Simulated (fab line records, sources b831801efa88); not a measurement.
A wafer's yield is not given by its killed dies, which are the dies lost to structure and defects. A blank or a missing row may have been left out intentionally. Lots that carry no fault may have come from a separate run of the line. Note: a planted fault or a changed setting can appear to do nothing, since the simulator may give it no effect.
Chamber matching    flow gf180mcu    cmp-02 running GF_V1_CMP_26: 4 sister chambers
The step polishes, stops on SiO2, t overpolish 15 s, target thk 0 nm. 14 wafers are shown with their chamber, then 7 later ones without.

== EACH WAFER AND ITS CHAMBER ==
wafer   chamber  motor current A (A)  time to endpoint s (s)  head pressure psi (psi)
L191.3  2        10.9                 78                      3.502
L191.4  0        11.3                 82                      3.502
L191.6  0        11.5                 82                      3.513
L193.2  0        11.7                 81                      3.503
L193.5  2        11.1                 81                      3.502
L193.6  1        10.6                 82                      3.512
L196.4  3        12.6                 80                      3.493
L196.5  0        11.4                 79                      3.502
L196.6  1        10.4                 87                      3.489
L203.1  0        11.4                 73                      3.491
L203.2  2        11.1                 72                      3.510
L203.6  2        11.5                 72                      3.502
L206.2  1        10.0                 82                      3.490
L206.4  0        11.2                 83                      3.505

SIGNATURES (means of the wafers above)
reading             chamber 0  chamber 1  chamber 2  chamber 3  scatter within a chamber
motor current A     11.417     10.333     11.150     12.600     0.229
time to endpoint s  80.00      83.67      75.75      80.00      3.81
head pressure psi   3.50267    3.49700    3.50400    3.49300    0.00797
Rule: a wafer lies at a distance from a chamber equal to the root of the sum of squares, over the readings, of (its reading less the chamber's mean, divided by the reading's scatter). If the next closest chamber is less than 2 further off than the closest, the wafer can't be placed; otherwise it belongs to the closest. The scatter: the root of (the sum of the squares of (reading less its chamber's mean) over the shown wafers, divided by (wafers less chambers)).

== WAFERS WITH NO CHAMBER GIVEN ==
wafer   motor current A (A)  time to endpoint s (s)  head pressure psi (psi)
L206.5  11.6                 83                      3.500
L208.1  12.1                 89                      3.489
L208.3  10.0                 89                      3.501
L208.6  11.7                 85                      3.488
L214.3  10.9                 89                      3.501
L214.4  11.1                 83                      3.505
L214.5  10.3                 91                      3.503

== WHICH CHAMBER EACH WENT THROUGH ==
wafer   from the rows above           in truth
L206.5  can't be placed: 0 or 2       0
L208.1  can't be placed: 3 or 0       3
L208.3  1                             1
L208.6  can't be placed: 0 or 2 or 3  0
L214.3  can't be placed: 1 or 0 or 2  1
L214.4  can't be placed: 0 or 2 or 1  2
L214.5  1                             1
Correctly placed: 2 of 7. Not placeable from these rows: 5 (in 5, the candidates include the true chamber). Placed wrongly: 0.
